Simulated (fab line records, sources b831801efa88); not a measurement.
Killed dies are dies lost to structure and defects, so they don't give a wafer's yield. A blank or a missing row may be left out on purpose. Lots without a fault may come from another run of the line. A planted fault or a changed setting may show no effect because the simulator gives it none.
Which tool did it? | flow gf180mcu | 7 lots, 20 wafers sampled, at 2 steps of a route of 602

WHAT THE GAUGES READ, wafer by wafer
GF_MVSD_TW_MEAS_11.
lot  | measured     | on            | MVSD_TW
L418 | day 4 22:53  | film_metro-03 | 1596 1596 1585
L420 | day 5 10:23  | film_metro-02 | 1569 1577 1570
L422 | day 5 23:28  | film_metro-03 | 1583 1577 1574
L425 | day 6 16:35  | film_metro-01 | 1739 1746
L433 | day 8 12:28  | film_metro-01 | 1581 1587 1579
L436 | day 9 06:27  | film_metro-01 | 1582 1583 1589
L439 | day 10 02:55 | film_metro-02 | 1559 1567 1560

WHICH TOOL RAN EACH LOT (tool, then ch and the chambers of the sampled wafers, then the start)
lot  | GF_MVSD_IMPLANT_08
L418 | implanter-04 ch 0, day 4 22:29
L420 | implanter-04 ch 0, day 5 09:59
L422 | implanter-03 ch 0, day 5 23:04
L425 | implanter-04 ch 0, day 6 16:11
L433 | implanter-02 ch 0, day 8 12:05
L436 | implanter-03 ch 0, day 9 06:03
L439 | implanter-04 ch 0, day 10 02:33
- GF_MVSD_IMPLANT_08

THE ANSWER, worked out from the rows above alone
Rule: what is usual is taken from the lots themselves. Put in order of their means at a reading, lots are off if they are a third of the lots or fewer, leave a main group of 4 or more, and stand apart from it by a gap of 3 or more times the standard deviation of the main group's means; of several such gaps the widest counts. A main group whose means are all the same, to the digits that the tables above print for the reading, isn't used. A lot without any number at a reading at which 4 lots or more have one is off too. The other lots that the step has rows for count as sound.
Off: L425, at GF_MVSD_TW_MEAS_11 (MVSD_TW). The main group: mean 1579, standard deviation 9.7.
A tool fits if, at a process step before that reading, it ran every lot that is off, and no sound lot after the first of them. The gauges at GF_MVSD_TW_MEAS_11 are tried like those tools. None of those tried fits.

WHAT THE SIMULATOR HAD PUT IN
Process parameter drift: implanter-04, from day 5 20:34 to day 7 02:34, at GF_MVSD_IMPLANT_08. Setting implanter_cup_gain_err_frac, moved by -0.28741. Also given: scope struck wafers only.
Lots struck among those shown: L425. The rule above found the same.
